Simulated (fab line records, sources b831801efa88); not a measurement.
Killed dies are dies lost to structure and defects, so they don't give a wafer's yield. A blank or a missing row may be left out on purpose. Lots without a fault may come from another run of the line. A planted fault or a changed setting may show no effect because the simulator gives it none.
fab line records | flow sky130 | part 2 of 2: steps 29 to 39 of 39
record lots=5 wafers=15 last_day=48
route steps=708 shown VIA2@508 METAL3@532 CAPM@537
lots that met no fault: from a run of the same line without faults
start_h: hours from the record's first day to the start of the lot's first wafer shown | wait_h: hours since the lot's step before | " the same as in the row above | L1.1+2: a row that stands for several wafers | - no value, or no start given | * or withheld: withheld | < > ~ a bound
route shown NAME@n: a module of which the file shows steps, and the number in the route of the first | usual: mean/standard deviation of fault-free wafers | same: alike in all rows | chamber/n: place in a boat | sites: the reading at each site | _std_site: their standard deviation | _edge_site: outer sites' mean less inner sites' | radius_mm: how far each site lies from the wafer's centre | mask NAME#n: copy n | behind: the tool/chamber that last shaped the wafer | hold: why the lot was held/for how many hours/how that ended | device: the transistor (n, p or np) that didn't switch | end of line: the same wafers' tests at the end of the route | a step without rows: its recipe alone | killed: dies lost to structure and defects at the first sort, not the wafer's yield | map: a wafer's dies, x killed, . not, _ none there
set.NAME: the setting as run; set.NAME@STEP: as run at that earlier step | model.NAME: the simulator's own value behind a step, which no gauge read
lots at some steps of the route; a table a step, a row a wafer
services: from which hour (start_h, from the record's first day; less than 0 if before it) a tool's chamber was out of use, for how many hours, and why
## steps
# step SKY_METAL3_SPUTTER_04
# recipe material=TiN target_thk_nm=70 power_w=6500 time_s=58.3 chamber_pressure_pa=0.4
# usual throttle_valve_pct=29.7/0.66
# columns lot.wafer tool chamber start_h wait_h throttle_valve_pct
L074.2 pvd_sputter-04 - 843.03 0.0 30.6
L074.3 " - " " 29.8
L074.6 " - " " 29.8
L075.2 pvd_sputter-04 - 848.83 0.0 29.3
L075.3 " - " " 30.4
L075.6 " - " " 29.9
L077.4 pvd_sputter-02 - 872.58 0.0 30.8
L077.5 " - " " 31.0
L077.6 " - " " 29.8
L083.2 pvd_sputter-03 - 918.24 0.0 28.7
L083.3 " - " " 29.5
L083.5 " - " " 29.0
L088.1 pvd_sputter-04 - 947.38 0.0 29.9
L088.4 " - " " 30.0
L088.6 " - " " 30.5
# step SKY_CAPM_CVD_00
# recipe material=SiO2 target_thk_nm=15.5 temp_c=400 time_s=withheld rf_w=450
# usual heater_power_w=702/83
# columns lot.wafer tool chamber start_h wait_h heater_power_w
L074.2 pecvd-03 1 843.08 0.0 774
L074.3 " 0 " " 659
L074.6 " 2 " " 599
L075.2 pecvd-01 0 848.88 0.0 636
L075.3 " 0 " " 633
L075.6 " 2 " " 801
L077.4 pecvd-01 0 872.63 0.0 559
L077.5 " 1 " " 703
L077.6 " 2 " " 783
L083.2 pecvd-01 2 918.28 0.0 660
L083.3 " 2 " " 685
L083.5 " 1 " " 741
L088.1 pecvd-02 0 947.42 0.0 706
L088.4 " 0 " " 733
L088.6 " 1 " " 665
# step SKY_CAPM_THK_MEAS_01
# recipe reads=SiO2_of_CAPM_CVD_00
# usual CAPM_CVD_00_THK=15.64/0.19
# columns lot.wafer tool chamber start_h wait_h CAPM_CVD_00_THK[nm]
L074.2 film_metro-03 - 843.11 - 15.39
L074.3 " - " " 15.63
L074.6 " - " " 15.68
L075.2 film_metro-03 - 848.92 - 15.46
L075.3 " - " " 15.72
L075.6 " - " " 15.67
L077.4 film_metro-02 - 872.68 - 15.57
L077.5 " - " " 15.72
L077.6 " - " " 15.39
L083.2 film_metro-02 - 918.33 - 15.66
L083.3 " - " " 15.83
L083.5 " - " " 15.90
L088.1 film_metro-03 - 947.45 - 15.71
L088.4 " - " " 15.89
L088.6 " - " " 16.06
# step SKY_CAPM_SPUTTER_02
# recipe material=TiN target_thk_nm=200 temp_c=300 power_w=6500 time_s=166.7 chamber_pressure_pa=0.4
# usual substrate_temp_c=299.99/0.19 throttle_valve_pct=29.8/1.1
# columns lot.wafer tool chamber start_h wait_h substrate_temp_c throttle_valve_pct
L074.2 pvd_sputter-01 - 843.16 0.0 300.25 29.8
L074.3 " - " " 299.81 32.1
L074.6 " - " " 299.95 28.5
L075.2 pvd_sputter-03 - 848.97 0.0 300.14 28.7
L075.3 " - " " 300.01 29.7
L075.6 " - " " 300.10 29.4
L077.4 pvd_sputter-01 - 872.71 0.0 299.65 29.4
L077.5 " - " " 299.75 28.6
L077.6 " - " " 300.22 32.1
L083.2 pvd_sputter-01 - 918.38 0.0 300.05 28.6
L083.3 " - " " 300.02 29.6
L083.5 " - " " 299.93 29.4
L088.1 pvd_sputter-01 - 947.51 0.1 300.25 32.3
L088.4 " - " " 300.20 29.6
L088.6 " - " " 300.21 32.6
# step SKY_CAPM_RS_MEAS_03
# recipe thk_meas_gauge=four-point-probe reads=TiN_of_CAPM_SPUTTER_02
# usual CAPM_TIN_RS=6.89/0.081
# columns lot.wafer tool chamber start_h wait_h CAPM_TIN_RS[ohm/sq]
L074.2 film_metro-03 - 843.29 0.1 6.86
L074.3 " - " " 6.89
L074.6 " - " " 6.88
L075.2 film_metro-02 - 849.10 0.1 6.91
L075.3 " - " " 6.87
L075.6 " - " " 6.98
L077.4 film_metro-03 - 872.88 0.1 6.87
L077.5 " - " " 6.85
L077.6 " - " " 6.83
L083.2 film_metro-03 - 918.51 0.1 6.85
L083.3 " - " " 6.77
L083.5 " - " " 6.85
L088.1 film_metro-03 - 947.62 0.1 6.82
L088.4 " - " " 6.91
L088.6 " - " " 6.84
# step SKY_CAPM_THK_MEAS_04
# recipe thk_meas_gauge=xrf reads=TiN_of_CAPM_SPUTTER_02
# usual CAPM_TIN_THK=206.9/2.3
# columns lot.wafer tool chamber start_h wait_h CAPM_TIN_THK[nm]
L074.2 film_metro-03 - 843.40 0.1 206.1
L074.3 " - " " 206.1
L074.6 " - " " 205.2
L075.2 film_metro-02 - 849.21 0.1 207.7
L075.3 " - " " 208.0
L075.6 " - " " 204.3
L077.4 film_metro-03 - 872.97 0.1 207.7
L077.5 " - " " 207.2
L077.6 " - " " 208.0
L083.2 film_metro-03 - 918.62 0.1 208.1
L083.3 " - " " 209.9
L083.5 " - " " 207.0
L088.1 film_metro-03 - 947.74 0.1 209.0
L088.4 " - " " 205.3
L088.6 " - " " 208.7
# step SKY_CAPM_DEHYDRATE_05
# recipe temp_c=200 time_s=60
# usual heater_power_total_W=160.39/0.14
# columns lot.wafer tool chamber start_h wait_h heater_power_total_W
L074.2 litho_track-04 0 854.67 11.3 160.36
L074.3 " 0 " " 160.33
L074.6 " 0 " " 160.59
L075.2 litho_track-01 0 861.19 12.0 160.52
L075.3 " 0 " " 160.65
L075.6 " 0 " " 160.37
L077.4 litho_track-03 0 884.39 11.4 160.30
L077.5 " 0 " " 160.45
L077.6 " 0 " " 160.48
L083.2 litho_track-01 0 929.99 11.4 160.30
L083.3 " 0 " " 160.41
L083.5 " 0 " " 160.44
L088.1 litho_track-04 0 958.70 11.0 160.27
L088.4 " 0 " " 160.21
L088.6 " 0 " " 160.21
# step SKY_CAPM_HMDS_06
# recipe prime_time_s=60 prime_temp_c=120
# usual prime_temp_c=119.96/0.14
# same prime_time_s=60
# columns lot.wafer tool chamber start_h wait_h prime_temp_c
L074.2 litho_track-04 0 854.82 0.1 120.05
L074.3 " 0 " " 120.00
L074.6 " 0 " " 119.93
L075.2 litho_track-01 0 861.34 0.1 119.99
L075.3 " 0 " " 119.94
L075.6 " 0 " " 120.09
L077.4 litho_track-03 0 884.54 0.1 119.99
L077.5 " 0 " " 120.08
L077.6 " 0 " " 120.10
L083.2 litho_track-01 0 930.14 0.1 119.93
L083.3 " 0 " " 120.14
L083.5 " 0 " " 119.83
L088.1 litho_track-04 0 958.85 0.1 120.33
L088.4 " 0 " " 120.00
L088.6 " 0 " " 120.19
# step SKY_CAPM_COAT_07
# recipe resist=NOVOLAK spin_rpm=3000 resist_thk_nm=1140
# columns lot.wafer tool chamber start_h wait_h
L074.2+3+6 litho_track-04 0 854.97 0.1
L075.2+3+6 litho_track-01 0 861.49 0.1
L077.4+5+6 litho_track-03 0 884.69 0.1
L083.2+3+5 litho_track-01 0 930.29 0.1
L088.1+4+6 litho_track-04 0 959.00 0.1
# step SKY_CAPM_SOFTBAKE_08
# recipe temp_c=90 time_s=60 resist=NOVOLAK
# usual heater_power_total_W=56.60/0.045
# columns lot.wafer tool chamber start_h wait_h heater_power_total_W
L074.2 litho_track-04 0 855.12 0.1 56.58
L074.3 " 0 " " 56.52
L074.6 " 0 " " 56.61
L075.2 litho_track-01 0 861.64 0.1 56.64
L075.3 " 0 " " 56.59
L075.6 " 0 " " 56.57
L077.4 litho_track-03 0 884.84 0.1 56.56
L077.5 " 0 " " 56.62
L077.6 " 0 " " 56.76
L083.2 litho_track-01 0 930.44 0.1 56.70
L083.3 " 0 " " 56.63
L083.5 " 0 " " 56.65
L088.1 litho_track-04 0 959.15 0.1 56.57
L088.4 " 0 " " 56.61
L088.6 " 0 " " 56.61
# step SKY_CAPM_EXPOSE_09
# recipe mask_id=CAPM na=0.6 source_shape=conventional sigma_outer=0.6 polarization=unpolarized target_cd_nm=1000 dose_mj=159
# columns lot.wafer tool chamber start_h wait_h mask
L074.2+3+6 iline_stepper-02 0 - - CAPM#0
L075.2+3+6 iline_stepper-01 0 - - CAPM#0
L077.4+5+6 iline_stepper-01 0 - - CAPM#0
L083.2+3+5 iline_stepper-01 0 - - CAPM#0
L088.1+4+6 iline_stepper-02 0 - - CAPM#0
## services
# columns tool chamber start_h hours kind
rie_diel-02 3 792.85 4.8 repair
cmp-01 - 814.12 0.2 repair
rie_diel-02 - 818.42 2.8 pm
pvd_sputter-03 - 822.34 6.6 repair
wet_bench-02 - 831.49 0.5 repair
rie_diel-02 1 836.56 7.3 repair
pvd_sputter-02 - 837.70 4.5 repair
cmp-02 - 839.24 5.7 repair
cmp-01 - 839.24 0.8 repair
pvd_sputter-02 - 839.46 16.7 repair
rie_diel-04 2 844.41 4.4 repair
cmp-01 - 848.31 5.1 repair
rie_diel-04 - 849.26 15.6 pm
cmp-02 - 853.48 6.2 pm
pvd_sputter-02 - 875.26 0.9 repair
rie_diel-04 1 878.44 28.3 repair
pvd_sputter-02 - 899.75 14.9 repair
rie_diel-02 2 900.87 2.8 repair
cmp-01 - 910.76 5.2 pm
cmp-01 - 915.96 4.0 pm
cmp-01 - 917.77 2.2 repair
rie_diel-04 - 933.53 2.8 pm
cmp-02 - 945.85 0.9 repair
pvd_sputter-04 - 957.61 5.4 repair
